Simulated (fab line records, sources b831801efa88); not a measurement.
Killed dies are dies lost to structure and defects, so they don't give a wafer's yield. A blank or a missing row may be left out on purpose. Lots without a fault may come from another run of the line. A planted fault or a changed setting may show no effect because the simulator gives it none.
Chamber matching | flow gf180mcu | GF_CONTACT_ETCH_16 on rie_diel-02: 4 sister chambers
The step etches BARC in N2/H2. 7 wafers are shown with their chamber, then 12 later ones without.

WAFERS WITH THEIR CHAMBER
wafer  | chamber | drypump_motor_current_A (A) | oes_product_au (a.u.)
L081.4 | 3       | 6.6                         | 0.861
L083.6 | 0       | 5.9                         | 0.853
L084.2 | 0       | 5.9                         | 0.851
L085.5 | 1       | 6.4                         | 0.854
L086.3 | 2       | 6.5                         | 0.851
L086.5 | 1       | 6.4                         | 0.862
L086.6 | 2       | 6.4                         | 0.857

WAFERS WITHOUT THEIR CHAMBER
wafer  | drypump_motor_current_A (A) | oes_product_au (a.u.)
L087.1 | 6.5                         | 0.858
L087.3 | 6.6                         | 0.857
L087.6 | 6.4                         | 0.862
L088.1 | 6.6                         | 0.861
L088.2 | 5.9                         | 0.862
L088.4 | 6.4                         | 0.853
L095.4 | 6.6                         | 0.850
L095.5 | 6.6                         | 0.857
L095.6 | 6.4                         | 0.856
L096.2 | 6.6                         | 0.858
L096.4 | 6.4                         | 0.854
L096.6 | 5.9                         | 0.851

WHICH CHAMBER EACH WENT THROUGH
wafer  | from the rows above          | in truth
L087.1 | can't be placed: 2 or 1 or 3 | 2
L087.3 | 3                            | 3
L087.6 | can't be placed: 1 or 2      | 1
L088.1 | 3                            | 3
L088.2 | 0                            | 0
L088.4 | can't be placed: 1 or 2      | 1
L095.4 | can't be placed: 3 or 2      | 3
L095.5 | 3                            | 3
L095.6 | can't be placed: 1 or 2      | 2
L096.2 | 3                            | 3
L096.4 | can't be placed: 1 or 2      | 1
L096.6 | 0                            | 0
Placed correctly: 6 of 12. Can't be placed from these rows: 6 (the true chamber is among the candidates in 6). Placed wrongly: 0.
How it was worked out, from the rows above alone: a wafer's distance from a chamber is the root of the sum, over the readings, of the square of ((its reading less the chamber's mean) divided by the reading's scatter). The wafer belongs to the nearest chamber; if the next one is less than 2 further off, it can't be placed. A chamber's mean is the mean of its shown wafers. The scatter: the root of (the sum of the squares of (reading less its chamber's mean) over the shown wafers, divided by (wafers less chambers)).
